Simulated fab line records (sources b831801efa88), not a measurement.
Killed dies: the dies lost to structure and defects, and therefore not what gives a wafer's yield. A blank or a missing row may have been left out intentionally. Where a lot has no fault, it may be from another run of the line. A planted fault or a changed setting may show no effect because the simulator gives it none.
Comparing a struck lot with a sound one    flow sky130    17 steps out of a route of 708
Sound: the wafers L259.2, L259.3, L259.5. Struck: wafers L267.1, L267.4, L267.6. The cause is given at the end.
Each step with rows lists, per side, the tool, then ch with its chambers, then its first start. Under that, the readings that differ: sound wafers    struck wafers    difference of the means    sigmas: that difference in standard deviations of wafers without a fault.
alike: readings with means less than 2 such deviations apart, plus words and numbers identical on both sides. not compared: withheld readings, readings lacking a value on some wafer, bounds such as >300 that could conceal the same value, and numbers that have no deviation in the record and whose values overlap.
A row with sigmas, a row that says differs or no value, or rows on one side alone: a step with any of these is where the two part. Non-overlapping numbers with no deviation appear without sigmas and do not part them. A reading that every wafer of one side lacks parts them only if that side has two wafers or more.

first, 5 steps without rows for these wafers: SKY_SD_N_COAT_02 (resist thk 1140 nm); SKY_SD_N_SOFTBAKE_03 (time 60 s); SKY_SD_N_EXPOSE_04 (exposes mask NSDM, target cd 380 nm); SKY_SD_N_PEB_05; SKY_SD_N_DEVELOP_06 (develop time 60 s).
SKY_SD_N_CD_MEAS_07: target cd 380 nm.
  sound: cd sem-01 at day 29 22:25; struck: cd sem-02 at day 32 10:59
  alike: cd nm
SKY_SD_N_OVL_MEAS_08:
  sound: overlay-02 at day 29 22:31; struck: overlay-01 at day 32 11:07
  alike: SD_N_OVL
then, 2 steps without rows for these wafers: SKY_SD_N_IMPLANT_09; SKY_SD_N_IMPLANT_10.
SKY_SD_N_STRIP_11: strips in O2/N2.
  sound on plasma asher-03 ch 0,1, day 29 22:51; struck on plasma asher-03 ch 0, day 32 11:27
reading                       sound              struck             difference  sigmas
strip time to endpoint s (s)  22.59 22.60 22.59  22.53 22.48 22.50  -0.09       -2
  alike: chamber pressure mTorr, drypump motor current A, oes product au
  not compared: rf hours counter h
SKY_SD_N_TW_MEAS_12:
  sound: film metro-03 at day 29 22:58; struck: film metro-03 at day 32 11:33
  alike: SD_N_TW
then, 1 step without rows for these wafers: SKY_SD_N_CLEAN_13 (cleans in SC1/SC2, time 150 s).
SKY_SD_N_RTA_14: time 2 s.
  sound on rtp anneal-02 ch 0, day 29 23:04; struck on rtp anneal-02 ch 0, day 32 11:40
  alike: lamp power pct, wafer_temp_C_max
SKY_SD_N_RS_MEAS_16: measurement is done with a four-point probe.
  sound: film metro-01 at day 29 23:15; struck: film metro-04 at day 32 12:11
reading           sound              struck             difference  sigmas
SD_N_RS (ohm/sq)  68.64 68.59 68.62  71.46 71.47 71.40  +2.83       +19
  not compared: hold
SKY_SD_N_RS_MEAS_17: measurement is done with a four-point probe.
  sound: film metro-01 at day 29 23:22; struck: film metro-04 at day 32 16:05
reading           sound              struck             difference  sigmas
SD_P_RS (ohm/sq)  147.1 147.0 147.3  163.2 162.8 162.5  +15.7       +35
  not compared: hold
SKY_SD_N_RS_MEAS_18: measurement is done with a four-point probe.
  sound: film metro-01 at day 29 23:29; struck: film metro-04 at day 32 18:35
reading                sound              struck                                                                      difference                    sigmas
hold                   - - -              await dispo/2.4h/release await dispo/2.4h/release await dispo/2.4h/release  no value on the sound wafers  
RES_XHIGH_RS (ohm/sq)  333.5 332.6 335.5  335.8 337.1 336.3                                                           +2.5                          +3
-- record jumps: 16 days separate the struck wafers' starts on either side; left off in module SD_N, taken up again in module PAD_OPEN, whose first shown step is the route's number 708 --
SKY_PAD_OPEN_PROBE_99:
  sound: prober-02 at day 47 06:37; struck: prober-02 at day 48 23:16
reading                                             sound              struck             difference  sigmas
killed open                                         59 65 49           36 34 51           -17         -2
model.etest.res xhigh po.line ohm um                5931 6024 5980     6520 6565 6613     +588        
model.etest.res xhigh po.rs ohm sq range            112.8 117.6 143.2  648 687.7 679.4    +547        
model.etest.res xhigh po.rs ohm sq rim less centre  99.01 107.8 130.2  625.5 672.3 665.5  +542.1      
model.etest.res xhigh po.rs ohm sq                  2069 2081 2095     2243 2311 2302     +204        
model.etest.pfet_01v8.r on ohm um                   2988 2961 2999     3094 3085 3035     +89         
model.etest.res pdiff.line ohm um                   1400 1383 1376     1524 1536 1495     +132        
model.etest.tip p.rs ohm sq rim less centre         21.85 -0.7945 102  263.8 242.7 261    +214.8      
  alike: killed_at_M0_to_M3, killed_at_M4_up, killed at contacts, killed at front end, killed at other, killed dies, killed short
  not compared: model.etest.tip p.rs ohm sq

WHERE THEY PART
Earliest at SKY_SD_N_STRIP_11; latest, in this record, at SKY_PAD_OPEN_PROBE_99.

WHY: whatever the simulator had introduced
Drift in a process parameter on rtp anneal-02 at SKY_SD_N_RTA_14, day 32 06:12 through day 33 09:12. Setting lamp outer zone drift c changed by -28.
